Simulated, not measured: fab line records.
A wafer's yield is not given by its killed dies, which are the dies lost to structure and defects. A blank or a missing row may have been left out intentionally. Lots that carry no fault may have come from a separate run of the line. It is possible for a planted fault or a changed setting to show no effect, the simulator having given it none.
fab line records ; flow sky130
[record] lots = 6; wafers = 18; last_day = 50
route steps=708 shown PWDE@54 NWELL@56
lots untouched by any fault: they come from a run of this same line in which no faults occurred
start_h: the number of hours between the record's first day and the start of the first shown wafer of the lot ; wait_h: hours elapsed since this lot's preceding step ; " repeats the value in the row above ; L1.1+2: one row covering several wafers at once ; - value missing, or start not given ; * or withheld: withheld ; < > ~ a bound
route shown NAME@n: a module of which the file shows steps, and the number in the route of the first ; usual: mean and standard deviation over wafers with no fault ; same: alike in all rows ; chamber/n: place in a boat ; sites: readings site by site ; _std_site: standard deviation of those values ; _edge_site: inner sites' mean taken away from outer sites' mean ; radius_mm: for every site, how far away it sits from the centre of the wafer ; mask NAME#n: copy n ; behind: tool/chamber where the wafer was last shaped ; hold: what put the lot on hold/how long, in hours/how the hold closed ; device: the n, p or np transistor that did not switch ; end of line: the tests these same wafers got at the end of their route ; for a step that has no rows: nothing shown but its recipe ; killed: count of dies lost to structure and defects at first sort (not the wafer's yield) ; map: a wafer's dies, marking killed ones x, the rest . and places with no die _
set.NAME: the setting the step ran with; set.NAME@STEP: the setting that earlier step ran with ; model.NAME: the simulator's own value behind a step, which no gauge read
lots at some steps of the route; a table a step, a row a wafer
services: a tool's chamber out of use, with start hour (start_h, from the record's first day; less than 0 if before it), hours out, and reason
[[steps]]
[step SKY_PWDE_STRIP_09]
[recipe] chemistry = O2/N2; power_w = 1400; pressure_mtorr = 1500; platen_temp_c = withheld; o2_flow_sccm = 3000; n2_flow_sccm = 300; overash_fraction = 0.5
[usual] drypump_motor_current_A = 5.3/0.42; o2_flow_sccm = 2998/8.6; oes_product_au = 0.723/0.0042; strip_time_to_endpoint_s = 36.93/0.082
lot.wafer;tool;chamber;start_h;wait_h;drypump_motor_current_A;o2_flow_sccm;oes_product_au;rf_hours_counter_h;strip_time_to_endpoint_s
L275.4;plasma_asher-01;1;76.94;0.1;5.0;2991;0.724;-;36.94
L275.5;plasma_asher-01;0;76.94;0.1;5.6;2988;0.729;-;37.00
L275.6;plasma_asher-01;1;76.94;0.1;5.0;3009;0.719;-;36.84
L284.3;plasma_asher-04;0;130.14;0.1;4.7;2988;0.719;-;36.79
L284.5;plasma_asher-04;0;130.14;0.1;4.7;2986;0.720;-;36.82
L284.6;plasma_asher-04;1;130.14;0.1;5.8;2988;0.725;-;36.90
L289.1;plasma_asher-01;0;156.63;0.1;5.6;2995;0.728;35;37.07
L289.2;plasma_asher-01;1;156.63;0.1;5.0;2991;0.726;35;37.07
L289.3;plasma_asher-01;1;156.63;0.1;5.0;2992;0.717;-;37.00
L290.2;plasma_asher-04;0;161.41;0.1;4.7;2998;0.722;47;36.97
L290.4;plasma_asher-04;1;161.41;0.1;5.8;3005;0.722;-;37.09
L290.5;plasma_asher-04;1;161.41;0.1;5.8;3011;0.729;-;37.00
L294.2;plasma_asher-03;0;195.23;0.1;5.4;2981;0.728;50;36.84
L294.3;plasma_asher-03;1;195.23;0.1;5.3;2987;0.721;-;36.91
L294.6;plasma_asher-03;1;195.23;0.1;5.4;3002;0.731;-;36.96
L296.2;plasma_asher-01;0;198.53;0.1;5.7;3006;0.718;40;36.90
L296.3;plasma_asher-01;0;198.53;0.1;5.6;3013;0.719;-;37.13
L296.6;plasma_asher-01;1;198.53;0.1;5.0;2992;0.719;-;36.86
[step SKY_PWDE_TW_MEAS_10]
[usual] PWDE_TW = 375/3.7
lot.wafer;tool;chamber;start_h;wait_h;PWDE_TW
L275.4;film_metro-01;-;77.04;0.1;381
L275.5;film_metro-01;-;77.04;0.1;378
L275.6;film_metro-01;-;77.04;0.1;381
L284.3;film_metro-01;-;130.23;0.1;380
L284.5;film_metro-01;-;130.23;0.1;380
L284.6;film_metro-01;-;130.23;0.1;381
L289.1;film_metro-02;-;156.73;0.1;371
L289.2;film_metro-02;-;156.73;0.1;372
L289.3;film_metro-02;-;156.73;0.1;371
L290.2;film_metro-03;-;161.52;0.1;373
L290.4;film_metro-03;-;161.52;0.1;377
L290.5;film_metro-03;-;161.52;0.1;375
L294.2;film_metro-03;-;195.34;0.1;373
L294.3;film_metro-03;-;195.34;0.1;373
L294.6;film_metro-03;-;195.34;0.1;373
L296.2;film_metro-02;-;198.64;0.1;371
L296.3;film_metro-02;-;198.64;0.1;370
L296.6;film_metro-02;-;198.64;0.1;372
[step SKY_NWELL_DEHYDRATE_03]
[recipe] temp_c = 200; time_s = 60
[step SKY_NWELL_HMDS_04]
[recipe] prime_time_s = 60; prime_temp_c = 120
[step SKY_NWELL_COAT_05]
[recipe] spin_rpm = 2000; resist_thk_nm = 3000
[step SKY_NWELL_SOFTBAKE_06]
[recipe] temp_c = 110; time_s = withheld
[step SKY_NWELL_EXPOSE_07]
[recipe] mask_id = NWM; na = 0.6; source_shape = conventional; sigma_outer = 0.6; polarization = unpolarized; target_cd_nm = 840; dose_mj = 255
[step SKY_NWELL_PEB_08]
[recipe] temp_c = 115; time_s = withheld
[step SKY_NWELL_DEVELOP_09]
[recipe] wall_angle_deg = 90; developer = TMAH; develop_time_s = 60; dev_temp_c = 23
[step SKY_NWELL_OVL_MEAS_10]
[usual] NWELL_00_OVL = 0.2/1.4
lot.wafer;tool;chamber;start_h;wait_h;NWELL_00_OVL[nm]
L275.4;overlay-02;-;93.73;-;-1.4
L275.5;overlay-02;-;93.73;-;0.1
L275.6;overlay-02;-;93.73;-;0.2
L284.3;overlay-02;-;149.56;-;0.2
L284.5;overlay-02;-;149.56;-;0.4
L284.6;overlay-02;-;149.56;-;1.8
L289.1;overlay-02;-;176.65;-;0.5
L289.2;overlay-02;-;176.65;-;1.5
L289.3;overlay-02;-;176.65;-;1.2
L290.2;overlay-02;-;182.47;-;-1.8
L290.4;overlay-02;-;182.47;-;-1.1
L290.5;overlay-02;-;182.47;-;-1.9
L294.2;overlay-01;-;216.38;-;2.2
L294.3;overlay-01;-;216.38;-;4.6
L294.6;overlay-01;-;216.38;-;2.3
L296.2;overlay-02;-;220.27;-;0.6
L296.3;overlay-02;-;220.27;-;0.1
L296.6;overlay-02;-;220.27;-;-0.4
[step SKY_NWELL_IMPLANT_11]
[recipe] species = P; energy_kev = 400; dose_cm2 = 1.9e+13; tilt_deg = withheld
[step SKY_NWELL_IMPLANT_12]
[recipe] species = P; energy_kev = 120; dose_cm2 = 1.3e+12; tilt_deg = withheld
[step SKY_NWELL_IMPLANT_13]
[recipe] species = P; energy_kev = 50; dose_cm2 = 7e+11; tilt_deg = withheld
[usual] beam_energy_keV = 50.001/0.014; beam_on_s = 9.99/0.22; dose_ions_cm2 = 7e+11/6.8e+08
lot.wafer;tool;chamber;start_h;wait_h;beam_energy_keV;beam_on_s;dose_ions_cm2
L275.4;implanter-03;0;94.13;0.1;49.994;9.79;7.017e+11
L275.5;implanter-03;0;94.13;0.1;49.985;9.95;7.008e+11
L275.6;implanter-03;0;94.13;0.1;50.005;10.20;7.003e+11
L284.3;implanter-04;0;149.94;0.1;50.018;9.57;7e+11
L284.5;implanter-04;0;149.94;0.1;50.021;10.42;7.005e+11
L284.6;implanter-04;0;149.94;0.1;49.997;9.80;7.002e+11
L289.1;implanter-04;-;176.99;0.1;-;-;-
L289.2;implanter-04;-;176.99;0.1;-;-;-
L289.3;implanter-04;-;176.99;0.1;-;-;-
L290.2;implanter-03;-;182.83;0.1;-;-;-
L290.4;implanter-03;-;182.83;0.1;-;-;-
L290.5;implanter-03;-;182.83;0.1;-;-;-
L294.2;implanter-03;0;216.73;0.1;49.991;9.98;6.996e+11
L294.3;implanter-03;0;216.73;0.1;50.019;10.10;6.999e+11
L294.6;implanter-03;0;216.73;0.1;50.003;10.10;6.996e+11
L296.2;implanter-04;0;220.63;0.1;49.988;9.84;7.004e+11
L296.3;implanter-04;0;220.63;0.1;49.992;10.04;6.999e+11
L296.6;implanter-04;0;220.63;0.1;49.992;10.22;7.001e+11
[step SKY_NWELL_STRIP_14]
[recipe] chemistry = O2/N2; power_w = 1400; pressure_mtorr = 1500; platen_temp_c = withheld; o2_flow_sccm = 3000; n2_flow_sccm = 300; overash_fraction = 0.5
[usual] drypump_motor_current_A = 5.5/0.55; o2_flow_sccm = 3001/11; oes_product_au = 0.723/0.004; strip_time_to_endpoint_s = 36.89/0.11
lot.wafer;tool;chamber;start_h;wait_h;drypump_motor_current_A;o2_flow_sccm;oes_product_au;rf_hours_counter_h;strip_time_to_endpoint_s
L275.4;plasma_asher-03;0;94.24;0.1;5.4;2994;0.718;-;37.03
L275.5;plasma_asher-03;0;94.24;0.1;5.4;3003;0.724;-;37.02
L275.6;plasma_asher-03;1;94.24;0.1;5.4;3006;0.722;-;37.01
L284.3;plasma_asher-04;0;150.07;0.1;4.7;3012;0.720;-;36.66
L284.5;plasma_asher-04;1;150.07;0.1;5.8;3002;0.717;-;36.74
L284.6;plasma_asher-04;0;150.07;0.1;4.7;3009;0.727;-;36.70
L289.1;plasma_asher-04;1;177.14;0.1;5.8;2999;0.728;48;36.83
L289.2;plasma_asher-04;0;177.14;0.1;4.7;3000;0.722;48;36.80
L289.3;plasma_asher-04;1;177.14;0.1;5.8;2997;0.718;-;36.85
L290.2;plasma_asher-03;0;182.95;0.1;5.4;2997;0.722;49;36.93
L290.4;plasma_asher-03;1;182.95;0.1;5.4;3000;0.715;-;37.04
L290.5;plasma_asher-03;0;182.95;0.1;5.4;2989;0.725;-;37.14
L294.2;plasma_asher-03;1;216.86;0.1;5.4;2992;0.719;52;37.08
L294.3;plasma_asher-03;0;216.86;0.1;5.4;3014;0.722;-;36.95
L294.6;plasma_asher-03;0;216.86;0.1;5.4;3018;0.725;-;36.94
L296.2;plasma_asher-04;1;220.75;0.1;5.8;3007;0.727;52;36.98
L296.3;plasma_asher-04;1;220.75;0.1;5.8;3001;0.726;-;37.00
L296.6;plasma_asher-04;0;220.75;0.1;4.7;2986;0.720;-;36.95
[step SKY_NWELL_TW_MEAS_15]
[usual] NWELL_TW = 1827/20
lot.wafer;tool;chamber;start_h;wait_h;NWELL_TW
L275.4;film_metro-03;-;94.33;0.1;1834
L275.5;film_metro-03;-;94.33;0.1;1844
L275.6;film_metro-03;-;94.33;0.1;1841
L284.3;film_metro-01;-;150.16;0.1;1839
L284.5;film_metro-01;-;150.16;0.1;1850
L284.6;film_metro-01;-;150.16;0.1;1858
L289.1;film_metro-01;-;177.24;0.1;1848
L289.2;film_metro-01;-;177.24;0.1;1835
L289.3;film_metro-01;-;177.24;0.1;1853
L290.2;film_metro-02;-;183.06;0.1;1809
L290.4;film_metro-02;-;183.06;0.1;1819
L290.5;film_metro-02;-;183.06;0.1;1815
L294.2;film_metro-03;-;216.97;0.1;1813
L294.3;film_metro-03;-;216.97;0.1;1817
L294.6;film_metro-03;-;216.97;0.1;1816
L296.2;film_metro-02;-;220.86;0.1;1809
L296.3;film_metro-02;-;220.86;0.1;1799
L296.6;film_metro-02;-;220.86;0.1;1793
[step SKY_NWELL_DEHYDRATE_16]
[recipe] temp_c = 200; time_s = 60
[step SKY_NWELL_HMDS_17]
[recipe] prime_time_s = 60; prime_temp_c = 120
[step SKY_NWELL_COAT_18]
[recipe] spin_rpm = 2000; resist_thk_nm = 3000
[step SKY_NWELL_SOFTBAKE_19]
[recipe] temp_c = 110; time_s = withheld
[step SKY_NWELL_EXPOSE_20]
[recipe] mask_id = NWM_COMPLEMENT; na = 0.6; source_shape = conventional; sigma_outer = 0.6; polarization = unpolarized; target_cd_nm = 840; dose_mj = 260
[step SKY_NWELL_PEB_21]
[recipe] temp_c = 115; time_s = withheld
[step SKY_NWELL_DEVELOP_22]
[recipe] wall_angle_deg = 90; developer = TMAH; develop_time_s = 60; dev_temp_c = 23
[step SKY_NWELL_OVL_MEAS_23]
[usual] NWELL_01_OVL = 1.2/1.2
lot.wafer;tool;chamber;start_h;wait_h;NWELL_01_OVL[nm]
L275.4;overlay-02;-;112.32;-;4.1
L275.5;overlay-02;-;112.32;-;1.5
L275.6;overlay-02;-;112.32;-;1.0
L284.3;overlay-01;-;169.56;-;1.0
L284.5;overlay-01;-;169.56;-;0.6
L284.6;overlay-01;-;169.56;-;1.7
L289.1;overlay-02;-;197.46;-;0.2
L289.2;overlay-02;-;197.46;-;3.2
L289.3;overlay-02;-;197.46;-;-0.7
L290.2;overlay-02;-;203.08;-;0.9
L290.4;overlay-02;-;203.08;-;0.7
L290.5;overlay-02;-;203.08;-;2.6
L294.2;overlay-02;-;238.82;-;1.2
L294.3;overlay-02;-;238.82;-;1.9
L294.6;overlay-02;-;238.82;-;-0.3
L296.2;overlay-02;-;243.23;-;1.0
L296.3;overlay-02;-;243.23;-;1.0
L296.6;overlay-02;-;243.23;-;1.2
[step SKY_NWELL_IMPLANT_24]
[recipe] species = B; energy_kev = 140; dose_cm2 = 9.2e+12; tilt_deg = withheld
[step SKY_NWELL_STRIP_25]
[recipe] chemistry = O2/N2; power_w = 1400; pressure_mtorr = 1500; platen_temp_c = withheld; o2_flow_sccm = 3000; n2_flow_sccm = 300; overash_fraction = 0.5
[usual] drypump_motor_current_A = 5.7/0.5; o2_flow_sccm = 3000/8.9; oes_product_au = 0.722/0.0046; strip_time_to_endpoint_s = 36.91/0.1
lot.wafer;tool;chamber;start_h;wait_h;drypump_motor_current_A;o2_flow_sccm;oes_product_au;rf_hours_counter_h;strip_time_to_endpoint_s
L275.4;plasma_asher-03;0;112.52;0.1;5.4;2993;0.718;-;36.92
L275.5;plasma_asher-03;0;112.52;0.1;5.4;2983;0.722;-;36.87
L275.6;plasma_asher-03;1;112.52;0.1;5.4;2999;0.722;-;36.83
L284.3;plasma_asher-02;0;169.77;0.1;6.4;3003;0.729;-;36.95
L284.5;plasma_asher-02;0;169.77;0.1;6.5;3001;0.724;-;36.97
L284.6;plasma_asher-02;1;169.77;0.1;5.9;3013;0.721;-;37.03
L289.1;plasma_asher-04;1;197.65;0.1;5.8;3003;0.727;50;36.79
L289.2;plasma_asher-04;0;197.65;0.1;4.7;2979;0.727;50;36.81
L289.3;plasma_asher-04;1;197.65;0.1;5.8;3003;0.726;-;36.85
L290.2;plasma_asher-02;0;203.26;0.1;6.4;3013;0.726;9;36.79
L290.4;plasma_asher-02;1;203.26;0.1;6.0;3015;0.724;-;36.94
L290.5;plasma_asher-02;0;203.26;0.1;6.4;3000;0.725;-;36.77
L294.2;plasma_asher-03;1;239.00;0.1;5.3;3000;0.724;54;37.11
L294.3;plasma_asher-03;1;239.00;0.1;5.4;3008;0.728;-;36.97
L294.6;plasma_asher-03;0;239.00;0.1;5.4;2990;0.723;-;36.98
L296.2;plasma_asher-02;0;243.41;0.1;6.4;2994;0.722;13;36.82
L296.3;plasma_asher-02;1;243.41;0.1;6.0;2984;0.730;-;36.68
L296.6;plasma_asher-02;1;243.41;0.1;6.0;2999;0.726;-;36.90
[step SKY_NWELL_TW_MEAS_26]
[usual] NWELL_2_TW = 499/4.8
lot.wafer;tool;chamber;start_h;wait_h;NWELL_2_TW
L275.4;film_metro-01;-;112.62;0.1;507
L275.5;film_metro-01;-;112.62;0.1;509
L275.6;film_metro-01;-;112.62;0.1;509
L284.3;film_metro-02;-;169.86;0.1;499
L284.5;film_metro-02;-;169.86;0.1;495
L284.6;film_metro-02;-;169.86;0.1;499
L289.1;film_metro-02;-;197.75;0.1;497
L289.2;film_metro-02;-;197.75;0.1;494
L289.3;film_metro-02;-;197.75;0.1;496
L290.2;film_metro-01;-;203.37;0.1;503
L290.4;film_metro-01;-;203.37;0.1;504
L290.5;film_metro-01;-;203.37;0.1;507
L294.2;film_metro-01;-;239.11;0.1;502
L294.3;film_metro-01;-;239.11;0.1;507
L294.6;film_metro-01;-;239.11;0.1;505
L296.2;film_metro-03;-;243.52;0.1;499
L296.3;film_metro-03;-;243.52;0.1;497
L296.6;film_metro-03;-;243.52;0.1;498
[step SKY_NWELL_CLEAN_27]
[recipe] chemistry = SC1/SC2; mix = 1:4:20; temp_c = 70; time_s = 150; dry = n2_spin
[step SKY_NWELL_RTA_28]
[recipe] temp_c = 1050; time_s = 30; idle_temp_c = 650; ramp_up_c_per_s = 150; ramp_down_c_per_s = 90; ambient = N2
[usual] lamp_power_pct = 25.30/0.052; wafer_temp_C_max = 1054.9/0.96
lot.wafer;tool;chamber;start_h;wait_h;lamp_power_pct;wafer_temp_C_max
L275.4;rtp_anneal-01;0;112.75;0.1;25.20;1054.2
L275.5;rtp_anneal-01;0;112.75;0.1;25.31;1054.7
L275.6;rtp_anneal-01;0;112.75;0.1;25.37;1055.9
L284.3;rtp_anneal-02;0;170.02;0.1;25.35;1054.0
L284.5;rtp_anneal-02;0;170.02;0.1;25.28;1055.0
L284.6;rtp_anneal-02;0;170.02;0.1;25.36;1054.4
L289.1;rtp_anneal-02;0;197.87;0.0;25.21;1055.3
L289.2;rtp_anneal-02;0;197.87;0.0;25.29;1055.3
L289.3;rtp_anneal-02;0;197.87;0.0;25.34;1053.8
L290.2;rtp_anneal-01;0;203.48;0.0;25.29;1053.7
L290.4;rtp_anneal-01;0;203.48;0.0;25.37;1056.6
L290.5;rtp_anneal-01;0;203.48;0.0;25.33;1055.8
L294.2;rtp_anneal-02;0;239.24;0.0;25.26;1053.7
L294.3;rtp_anneal-02;0;239.24;0.0;25.30;1053.3
L294.6;rtp_anneal-02;0;239.24;0.0;25.28;1053.9
L296.2;rtp_anneal-01;0;243.63;0.0;25.36;1054.2
L296.3;rtp_anneal-01;0;243.63;0.0;25.35;1055.6
L296.6;rtp_anneal-01;0;243.63;0.0;25.21;1055.4
[step SKY_NWELL_RS_MEAS_29]
[recipe] thk_meas_gauge = four-point-probe
[usual] NWELL_RS = 624.9/1.5
lot.wafer;tool;chamber;start_h;wait_h;NWELL_RS[ohm/sq]
L275.4;film_metro-02;-;112.86;0.1;626.8
L275.5;film_metro-02;-;112.86;0.1;625.6
L275.6;film_metro-02;-;112.86;0.1;625.2
L284.3;film_metro-03;-;170.19;0.1;623.3
L284.5;film_metro-03;-;170.19;0.1;623.6
L284.6;film_metro-03;-;170.19;0.1;621.6
L289.1;film_metro-02;-;197.97;0.1;650.2
L289.2;film_metro-02;-;197.97;0.1;654.0
L289.3;film_metro-02;-;197.97;0.1;652.2
L290.2;film_metro-02;-;203.59;0.1;650.4
L290.4;film_metro-02;-;203.59;0.1;649.5
L290.5;film_metro-02;-;203.59;0.1;648.5
L294.2;film_metro-02;-;239.43;0.2;623.6
L294.3;film_metro-02;-;239.43;0.2;625.8
L294.6;film_metro-02;-;239.43;0.2;623.3
L296.2;film_metro-01;-;243.74;0.1;622.8
L296.3;film_metro-01;-;243.74;0.1;626.1
L296.6;film_metro-01;-;243.74;0.1;626.5
[[services]]
tool;chamber;start_h;hours;kind
plasma_asher-04;-;77.14;2.8;pm
plasma_asher-02;-;83.30;6.0;repair
implanter-04;-;101.07;3.1;pm
plasma_asher-02;-;108.75;9.0;pm
plasma_asher-02;0;108.75;9.0;vent_cycle
plasma_asher-02;1;108.75;9.0;vent_cycle
plasma_asher-03;-;115.42;15.3;repair
plasma_asher-02;0;117.75;-;clean
plasma_asher-02;1;117.75;-;clean
plasma_asher-02;-;128.44;0.4;repair
plasma_asher-03;-;147.88;0.5;repair
plasma_asher-02;-;148.56;0.4;repair
[[key]]
[first_sign] step = SKY_NWELL_IMPLANT_13; reading = tool_record; direction = missing
[effect] step = SKY_NWELL_RS_MEAS_29; reading = NWELL_RS; direction = up; sigmas = 18; usual = 624.9; struck = 650.8
met_at SKY_NWELL_IMPLANT_13
struck_wafers L289.1,L289.2,L289.3,L290.2,L290.4,L290.5
later_rows_left_out L289.1,L289.2,L289.3,L290.2,L290.4,L290.5
sort_left_out L289.1,L289.2,L289.3,L290.2,L290.4,L290.5
tester_left_out L289,L290
onset_between 149.94 176.99
[fault] kind = skipped_step_whole; tool = implanter-03,implanter-04; chamber = -; onset_h = 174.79; steps = SKY_NWELL_IMPLANT_13; scope = struck_lots_only
// tester_left_out: of these lots the tester's yield and bins aren't shown, on N5 and GAA mostly nor the transistor test; their killed dies are dies lost to structure and defects alone, not to doping, threshold or leakage, so they don't give the yield
// sort_left_out: the simulated sort isn't trusted on such a fault, so these wafers' sort isn't shown, and their yield isn't known
// later_rows_left_out: the simulator's readings of these wafers behind a module that went badly wrong aren't trusted and aren't shown, but for the sort
